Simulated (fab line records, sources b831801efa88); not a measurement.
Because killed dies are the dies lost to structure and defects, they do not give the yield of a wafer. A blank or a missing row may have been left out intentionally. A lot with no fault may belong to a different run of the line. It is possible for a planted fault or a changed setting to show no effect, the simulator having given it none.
Matching of chambers | flow sky130 | cmp-02 running SKY_VIA1_CMP_24: 4 sister chambers
The step polishes, stops on SiO2, t overpolish 15 s, target thk 0 nm. 14 wafers are shown with their chamber, then 7 later ones without.

== EACH WAFER AND ITS CHAMBER ==
wafer  | chamber | motor_current_A (A) | time_to_endpoint_s (s) | platen_rpm (rpm)
L825.1 | 1       | 10.3                | 61                     | 60.01
L825.3 | 3       | 9.5                 | 62                     | 60.07
L825.5 | 2       | 11.8                | 62                     | 60.02
L826.2 | 0       | 13.8                | 71                     | 60.00
L826.4 | 2       | 12.0                | 65                     | 60.04
L826.6 | 0       | 13.7                | 67                     | 60.01
L829.4 | 3       | 9.2                 | 61                     | 60.01
L829.5 | 1       | 9.9                 | 61                     | 59.91
L829.6 | 0       | 13.3                | 68                     | 60.00
L828.1 | 2       | 11.2                | 66                     | 60.01
L828.2 | 1       | 10.5                | 67                     | 59.98
L828.5 | 2       | 11.6                | 63                     | 60.01
L831.1 | 0       | 13.3                | 72                     | 60.01
L831.2 | 3       | 9.2                 | 65                     | 60.01

SIGNATURES (means of the wafers above)
reading            | chamber 0 | chamber 1 | chamber 2 | chamber 3 | scatter within a chamber
motor_current_A    | 13.525    | 10.233    | 11.650    | 9.300     | 0.284
time_to_endpoint_s | 69.50     | 63.00     | 64.00     | 62.67     | 2.44
platen_rpm         | 60.0050   | 59.9667   | 60.0200   | 60.0300   | 0.0289
Rule: for each reading, subtract the chamber's mean from the wafer's reading, divide by that reading's scatter and square the result; add these up over the readings and take the root, which gives the wafer's distance from the chamber. If the next closest chamber is less than 2 further off than the closest, the wafer can't be placed; otherwise it belongs to the closest. The scatter: take each reading less its chamber's mean, square it, sum over the shown wafers, divide by the number of wafers less the number of chambers, and take the root.

== WAFERS MISSING THEIR CHAMBER ==
wafer  | motor_current_A (A) | time_to_endpoint_s (s) | platen_rpm (rpm)
L831.3 | 11.0                | 68                     | 60.00
L834.1 | 9.4                 | 61                     | 60.04
L834.2 | 10.3                | 61                     | 60.01
L834.5 | 11.9                | 64                     | 59.94
L837.1 | 12.8                | 63                     | 60.05
L837.5 | 9.2                 | 62                     | 59.99
L841.1 | 11.5                | 65                     | 60.00

== EACH ONE'S CHAMBER ==
wafer  | from the rows above     | in truth
L831.3 | can't be placed: 2 or 1 | 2
L834.1 | 3                       | 3
L834.2 | can't be placed: 1 or 3 | 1
L834.5 | 2                       | 2
L837.1 | can't be placed: 0 or 2 | 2
L837.5 | 3                       | 3
L841.1 | 2                       | 2
4 of 7 placed correctly. These rows do not allow placing 3 (true chamber among the candidates in 3). Number placed wrongly: 0.
